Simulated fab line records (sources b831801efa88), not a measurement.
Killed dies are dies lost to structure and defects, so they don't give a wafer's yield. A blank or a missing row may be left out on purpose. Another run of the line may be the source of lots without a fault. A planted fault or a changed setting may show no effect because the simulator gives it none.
Chamber matching :: flow sky130 :: SKY_METAL3_ETCH_17 on rie_diel-03 has 4 sister chambers
The step etches SiO2 in C4F8/O2/Ar, stops on TiN, time 3.9 s, target depth 15 nm. 8 wafers are shown with their chamber, then 9 later ones without.

WAFERS, EACH WITH ITS CHAMBER
wafer: L085.1
chamber: 1
oes_product_au (a.u.): 0.771

wafer: L085.4
chamber: 2
oes_product_au (a.u.): 0.757

wafer: L085.6
chamber: 2
oes_product_au (a.u.): 0.761

wafer: L087.2
chamber: 1
oes_product_au (a.u.): 0.746

wafer: L087.4
chamber: 0
oes_product_au (a.u.): 0.756

wafer: L089.2
chamber: 3
oes_product_au (a.u.): 0.753

wafer: L089.5
chamber: 0
oes_product_au (a.u.): 0.756

wafer: L089.6
chamber: 3
oes_product_au (a.u.): 0.761

WAFERS WITH NO CHAMBER GIVEN
wafer: L093.1
oes_product_au (a.u.): 0.747

wafer: L093.2
oes_product_au (a.u.): 0.752

wafer: L093.6
oes_product_au (a.u.): 0.764

wafer: L095.3
oes_product_au (a.u.): 0.746

wafer: L095.5
oes_product_au (a.u.): 0.760

wafer: L095.6
oes_product_au (a.u.): 0.770

wafer: L097.1
oes_product_au (a.u.): 0.752

wafer: L097.5
oes_product_au (a.u.): 0.750

wafer: L097.6
oes_product_au (a.u.): 0.764

CHAMBER TAKEN BY EACH
wafer: L093.1
from the rows above: can't be placed: 0 or 3 or 1 or 2
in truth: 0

wafer: L093.2
from the rows above: can't be placed: 0 or 3 or 1 or 2
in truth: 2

wafer: L093.6
from the rows above: can't be placed: 2 or 1 or 3 or 0
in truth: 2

wafer: L095.3
from the rows above: can't be placed: 0 or 3 or 1 or 2
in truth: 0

wafer: L095.5
from the rows above: can't be placed: 2 or 1 or 3 or 0
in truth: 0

wafer: L095.6
from the rows above: can't be placed: 2 or 1 or 3 or 0
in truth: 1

wafer: L097.1
from the rows above: can't be placed: 0 or 3 or 1 or 2
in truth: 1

wafer: L097.5
from the rows above: can't be placed: 0 or 3 or 1 or 2
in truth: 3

wafer: L097.6
from the rows above: can't be placed: 2 or 1 or 3 or 0
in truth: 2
Placed correctly: 0 of 9. Cannot be placed on the basis of these rows: 9; the candidates contain the true chamber in 9. Wrongly placed: 0.
How it was worked out, from the rows above alone: a wafer's distance from a chamber is the root of the sum, over the readings, of the square of ((its reading less the chamber's mean) divided by the reading's scatter). If the next closest chamber is less than 2 further off than the closest, the wafer can't be placed; otherwise it belongs to the closest. Each chamber's mean is taken over the wafers shown for it. The scatter is the square root of a quotient: the sum, over the shown wafers, of each reading's squared deviation from its chamber's mean, divided by wafers minus chambers.
